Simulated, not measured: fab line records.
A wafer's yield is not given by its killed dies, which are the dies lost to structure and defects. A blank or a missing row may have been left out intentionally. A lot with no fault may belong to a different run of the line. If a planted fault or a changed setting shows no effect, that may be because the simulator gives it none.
8D (eight disciplines) problem report, filled in by code :: flow sfqLine :: the parts of the form that need people (team, actions taken, sign-off) are left out

## 1. PROBLEM STATEMENT
Mean of heaterPowerTotalW at SFQ_TRILAYER_M3_LITHO_PEB_078: 85.67 W across 4 wafers in 2 lots; on wafers with no fault it is 79.15 W (standard deviation 0.07). That puts it +93 standard deviations away from the usual mean.
The step: peb time 60 s.
The first sign was on wafer L424.1 at day 43 18:05, on lithoTrack-04. At this step, 42 wafers from 14 lots have a number in the record. Rule for "out" (also "out of limits"): further than 4 standard deviations from the usual mean. The other wafers with a number count as sound.

## 2. WHAT IT IS, AND WHAT IT ISN'T
question: which readings at this step
is: heaterPowerTotalW
is not: -

question: which lots
is: L424, L425
is not: L416, L417, L419, L420, L421, L423, L431, L432, L435, L436, L438, L439

question: which wafers of those lots
is: L424.1, L424.4, L425.3, L425.4
is not: L424.5, L425.2

question: read on which tools
is: lithoTrack-04
is not: lithoTrack-01, lithoTrack-02

question: when
is: from day 43 18:05
is not: up to then (19 sound wafers); but 19 sound wafers of L425, L431, L432, L435, L436, L438, L439 came after

## 3. THE SUSPECTS, EACH WITH WHAT RULES IT OUT
Counting: any tool at a process step up to the reading remains a suspect provided it ran every lot that is out. Sound lots after the first of them don't rule it out here, since some wafers of a struck lot are sound.
- lithoTrack-04 at SFQ_TRILAYER_M3_LITHO_PEB_078 (peb time 60 s): kept. Ran every lot that is out, first one L424 (day 43 18:05); last sound lot up to then L423 (day 41 22:14). On those wafers its own readings are out: heaterPowerTotalW.
After counting, what remains is lithoTrack-04 at SFQ_TRILAYER_M3_LITHO_PEB_078.

## 4. THE CAUSE (what the simulator had put in)
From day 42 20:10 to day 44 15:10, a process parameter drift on lithoTrack-04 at SFQ_TRILAYER_M3_LITHO_PEB_078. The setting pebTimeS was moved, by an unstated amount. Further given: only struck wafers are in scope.
Counting left only this tool.

## 5. SEQUENCE OF EFFECTS, ordered by route
One row per reading whose mean, taken over the struck wafers that have a number, lies over 3 standard deviations from the usual. Readings are gone through only where the record gives a usual standard deviation; hours: the median, over the lots, of the time from a lot's start at the first step in this table giving one to that lot's start at this step; sigmas: the change measured in usual standard deviations.
hours: 0
step: SFQ_TRILAYER_M3_LITHO_PEB_078
reading: heaterPowerTotalW
usual: 79.15 W
on struck wafers: 85.67
change: +6.52
sigmas: +93
Process steps it contains:
- SFQ_TRILAYER_M3_LITHO_PEB_078: peb time 60 s.

## 6. WHAT WOULD HAVE CAUGHT IT SOONER
22 hours passed between the start of the fault at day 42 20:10 and the first reading out of limits in this record, taken at day 43 18:05.
